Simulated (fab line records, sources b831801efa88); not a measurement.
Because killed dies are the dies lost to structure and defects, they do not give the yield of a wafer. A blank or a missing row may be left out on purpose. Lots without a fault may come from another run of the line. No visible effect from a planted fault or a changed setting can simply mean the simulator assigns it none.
A struck lot beside a sound one | flow gf180mcu | 20 steps out of a route of 602
Sound: these wafers, L784.1, L784.3, L784.4. The struck wafers were L793.1, L793.2, L793.5. The cause comes at the end.
Order at every step that has rows: each side's tool, ch and its chambers, its first start. Under that, the readings that differ: sound wafers | struck wafers | difference of the means | sigmas: that difference in standard deviations of wafers without a fault.
alike: readings with means less than 2 such deviations apart, plus words and numbers identical on both sides. not compared: withheld readings, readings lacking a value on some wafer, bounds such as >300 that could conceal the same value, and numbers that have no deviation in the record and whose values overlap.
The two part at a step that has a row with sigmas, a row that says differs or no value, or rows on one side only. Numbers that have no deviation but don't overlap get no sigmas and don't part them. A reading missing from all wafers of one side parts the sides only when that side holds two or more wafers.

first, 1 step without rows for these wafers: GF_DUAL_GATE_WET_ETCH_12 (etches SiO2 in dHF, target depth 13 nm, time 260 s).
GF_DUAL_GATE_STRIP_13: strips in O2/N2.
  sound on plasmaAsher-03 ch 0,1, day 9 22:59; struck on plasmaAsher-03 ch 0,1, day 12 09:55
reading                  | sound             | struck            | difference | sigmas
stripTimeToEndpointS (s) | 12.61 12.58 12.56 | 12.68 12.70 12.68 | +0.10      | +3
  alike: chamberPressureMTorr, drypumpMotorCurrentA, heaterPowerW, o2FlowSccm, oesProductAu
  not compared: rfHoursCounterH
then, 3 steps without rows for these wafers: GF_DUAL_GATE_CLEAN_14 (cleans in SC1/SC2, time 150 s); GF_DUAL_GATE_OXIDATION_15 (stabilise 600 s, purge 300 s, target thk 7.098 nm); GF_POLY_GATE_CVD_00 (deposits poly-Si, target thk 200 nm, time 1200 s).
GF_POLY_GATE_THK_MEAS_01:
  sound on filmMetro-02 at day 10 04:38; struck on filmMetro-02 at day 12 14:08
  alike: POLY_GATE_CVD_00_THK
then, 6 steps without rows for these wafers: GF_POLY_GATE_DEHYDRATE_02 (time 60 s); GF_POLY_GATE_HMDS_03 (prime time 60 s); GF_POLY_GATE_COAT_04; GF_POLY_GATE_COAT_05 (resist thk 700 nm); GF_POLY_GATE_SOFTBAKE_06 (time 60 s); GF_POLY_GATE_EXPOSE_07 (exposes mask Poly2, target cd 280 nm).
GF_POLY_GATE_PEB_08: peb time 90 s.
  sound on lithoTrack-04 ch 0, day 10 21:52; struck on lithoTrack-04 ch 0, day 13 09:40
then, 1 step without rows for these wafers: GF_POLY_GATE_DEVELOP_09 (develop time 60 s).
GF_POLY_GATE_CD_MEAS_10: the cd target is 280 nm.
  sound on cdSem-01 at day 10 22:13; struck on cdSem-01 at day 13 10:01
reading   | sound             | struck            | difference | sigmas
cdNm (nm) | 278.7 279.1 279.2 | 273.8 272.8 272.5 | -6.0       | -5
GF_POLY_GATE_OVL_MEAS_11:
  sound on overlay-01 at day 10 22:20; struck on overlay-02 at day 13 10:08
  alike: POLY_GATE_OVL
GF_POLY_GATE_ETCH_12: etches BARC in N2/H2.
  sound on rieDiel-03 ch 1,2,3, day 10 22:22; struck on rieDiel-01 ch 1,3, day 13 10:10
reading                   | sound             | struck          | difference | sigmas
model.POLY_GATE.cdNm (nm) | 278.3 279.1 279.1 | 272 273.1 270.5 | -7         | 
  alike: chamberPressureMTorr, drypumpMotorCurrentA, oesProductAu, throttleValvePct
GF_POLY_GATE_ETCH_13: etches poly-Si in HBr/Cl2, stops on SiO2, target depth 198.5 nm, time 69.6 s.
  sound on rieSi-01 ch 0,2,3, day 10 22:25; struck on rieSi-02 ch 0,1,3, day 13 10:13
reading                      | sound                | struck             | difference | sigmas
chamberPressureMTorr (mTorr) | 10.015 10.014 10.014 | 9.998 9.972 10.009 | -0.021     | -2
model.POLY_GATE.cdNm (nm)    | 277.3 279.7 280.5    | 272.4 272.3 270.9  | -7.3       | 
  alike: HBr_flow_sccm, drypumpMotorCurrentA, oesProductAu, throttleValvePct
  not compared: rfHoursCounterH
GF_POLY_GATE_STRIP_14: strips in O2/N2.
  sound on plasmaAsher-02 ch 0,1, day 10 22:29; struck on plasmaAsher-02 ch 0,1, day 13 10:17
reading                      | sound                | struck               | difference | sigmas
chamberPressureMTorr (mTorr) | 1497.9 1497.8 1499.6 | 1502.2 1503.3 1499.8 | +3.3       | +2
  alike: drypumpMotorCurrentA, heaterPowerW, o2FlowSccm, oesProductAu
  not compared: rfHoursCounterH
GF_PASSIVATION_PROBE_99:
  the record has rows for the sound wafers here (prober-01, day 31 01:01) and none for the struck ones

== WHERE THEY PART ==
Last at GF_PASSIVATION_PROBE_99 as far as this record goes, first at GF_DUAL_GATE_STRIP_13.

WHY: whatever the simulator had introduced
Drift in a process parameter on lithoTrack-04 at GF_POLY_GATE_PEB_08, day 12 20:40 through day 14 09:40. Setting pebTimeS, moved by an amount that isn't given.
